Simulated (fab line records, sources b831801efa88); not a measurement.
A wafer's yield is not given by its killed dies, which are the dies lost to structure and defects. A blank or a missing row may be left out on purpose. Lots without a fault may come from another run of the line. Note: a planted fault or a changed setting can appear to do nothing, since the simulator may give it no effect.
Which of the tools did it? ; flow sky130 ; 12 lots, 36 wafers sampled, at 4 steps of a route of 708

== WHAT EACH GAUGE READ, for each wafer ==
SKY_VIA4_THK_MEAS_20: measures by xrf.
lot;measured;on;VIA4_W_THK (nm)
L687;day 43 00:52;filmMetro-01;501 503 506
L688;day 43 10:25;filmMetro-02;499 519 502
L689;day 43 14:47;filmMetro-04;503 524 500
L690;day 43 23:13;filmMetro-01;505 512 501
L691;day 44 06:04;filmMetro-02;508 508 497
L693;day 44 18:20;filmMetro-01;495 500 500
L701;day 46 18:34;filmMetro-04;510 514 525
L702;day 47 00:59;filmMetro-01;500 513 503
L704;day 47 13:10;filmMetro-01;496 508 500
L706;day 47 20:56;filmMetro-02;513 510 506
L707;day 48 04:56;filmMetro-04;508 523 514
L708;day 48 10:04;filmMetro-04;511 529 521

SKY_PASSIVATION_THK_MEAS_03.
lot;measured;on;PASSIVATION_CVD_02_THK (nm)
L687;day 44 01:10;filmMetro-02;528 528 538
L688;day 44 10:46;filmMetro-02;540 531 548
L689;day 44 16:32;filmMetro-02;522 533 529
L690;day 44 22:35;filmMetro-03;541 538 548
L691;day 45 05:41;filmMetro-02;531 528 520
L693;day 45 17:47;filmMetro-04;527 539 536
L701;day 47 16:52;filmMetro-02;558 550 556
L702;day 47 21:26;filmMetro-04;539 545 533
L704;day 48 10:46;filmMetro-02;532 530 530
L706;day 48 17:16;filmMetro-02;519 529 534
L707;day 49 00:22;filmMetro-04;546 535 539
L708;day 49 06:28;filmMetro-03;545 530 550

== WHAT TOOL EACH LOT RAN ON (gives the tool, then ch and the chambers of the sampled wafers, and finally the start) ==
lot;SKY_METAL4_ETCH_17;SKY_VIA4_CMP_21
L687;rieDiel-04 ch 0,2, day 41 22:55;cmp-01 ch 0,3, day 43 00:58
L688;rieDiel-03 ch 0,3, day 42 09:16;cmp-02 ch 1,3, day 43 10:27
L689;rieDiel-03 ch 1,2, day 42 13:17;cmp-01 ch 1,3, day 43 15:02
L690;rieDiel-04 ch 1,2,3, day 42 21:33;cmp-02 ch 0,1,2, day 43 23:19
L691;rieDiel-03 ch 0,1, day 43 05:25;cmp-02 ch 0,3, day 44 06:08
L693;rieDiel-03 ch 1,3, day 43 17:28;cmp-01 ch 0,1,3, day 44 18:29
L701;rieDiel-04 ch 1,2,3, day 45 19:24;cmp-01 ch 2,3, day 46 18:40
L702;rieDiel-04 ch 1,2,3, day 46 02:21;cmp-01 ch 1,2, day 47 01:04
L704;rieDiel-02 ch 0,3, day 46 14:43;cmp-02 ch 0,1,3, day 47 14:10
L706;rieDiel-03 ch 1,2,3, day 46 23:07;cmp-01 ch 0,2,3, day 47 21:02
L707;rieDiel-03 ch 0,3, day 47 07:01;cmp-02 ch 0,2,3, day 48 05:02
L708;rieDiel-03 ch 0,3, day 47 10:51;cmp-01 ch 0,1,3, day 48 10:14
- SKY_METAL4_ETCH_17: etches SiO2 in C4F8/O2/Ar, stops on TiN, time 3.9 s, target depth 15 nm.
- SKY_VIA4_CMP_21: polishes, stops on SiO2, t overpolish 25 s, target thk 0 nm.

== AS READ BY THE TOOLS THEMSELVES (means over the sampled wafers that have a number; for cases with no such wafer, the mark the record gives instead) ==
SKY_METAL4_ETCH_17.
lot;tool;oesProductAu (a.u.)
L687;rieDiel-04;0.751
L688;rieDiel-03;0.750
L689;rieDiel-03;0.753
L690;rieDiel-04;0.746
L691;rieDiel-03;0.752
L693;rieDiel-03;0.755
L701;rieDiel-04;0.750
L702;rieDiel-04;0.753
L704;rieDiel-02;0.752
L706;rieDiel-03;0.751
L707;rieDiel-03;0.752
L708;rieDiel-03;0.750

SKY_VIA4_CMP_21.
lot;tool;edgeZonePressureFrac;headPressurePsi (psi);motorCurrentA (A);overpolishRunS (s);timeToEndpointS (s)
L687;cmp-01;0.995;3.504;11.4;25.001;123
L688;cmp-02;1.007;3.494;10.8;24.996;117
L689;cmp-01;1.001;3.500;12.0;25.000;126
L690;cmp-02;0.997;3.497;9.2;24.999;122
L691;cmp-02;0.999;3.507;11.0;25.001;115
L693;cmp-01;0.996;3.502;11.3;24.999;124
L701;cmp-01;1.004;3.505;11.5;24.996;122
L702;cmp-01;0.997;3.505;11.2;24.998;119
L704;cmp-02;1.000;3.499;10.1;24.992;115
L706;cmp-01;0.996;3.502;10.9;25.003;121
L707;cmp-02;0.999;3.497;10.2;25.005;121
L708;cmp-01;0.999;3.504;10.6;24.999;127

== THE ANSWER, worked out from the rows above alone ==
Rule: what is usual is taken from the lots themselves. Put in order of their means at a reading, lots are off if they are a third of the lots or fewer, leave a main group of 4 or more, and stand apart from it by a gap of 3 or more times the standard deviation of the main group's means; of several such gaps the widest counts. If all means in a main group match to the digits the tables above print for the reading, that group is not used. A lot without any number at a reading at which 4 lots or more have one is off too. The other lots that the step has rows for count as sound. First the gauges in route order, then the tools' own readings, where a lot's mean is used as printed above. The first step at which some lot is off is used, and at that step the reading that is off furthest; a lot without a number counts as furthest.
None of the lots is off at any reading shown; this tells nothing.

== WHAT WAS PUT IN BY THE SIMULATOR ==
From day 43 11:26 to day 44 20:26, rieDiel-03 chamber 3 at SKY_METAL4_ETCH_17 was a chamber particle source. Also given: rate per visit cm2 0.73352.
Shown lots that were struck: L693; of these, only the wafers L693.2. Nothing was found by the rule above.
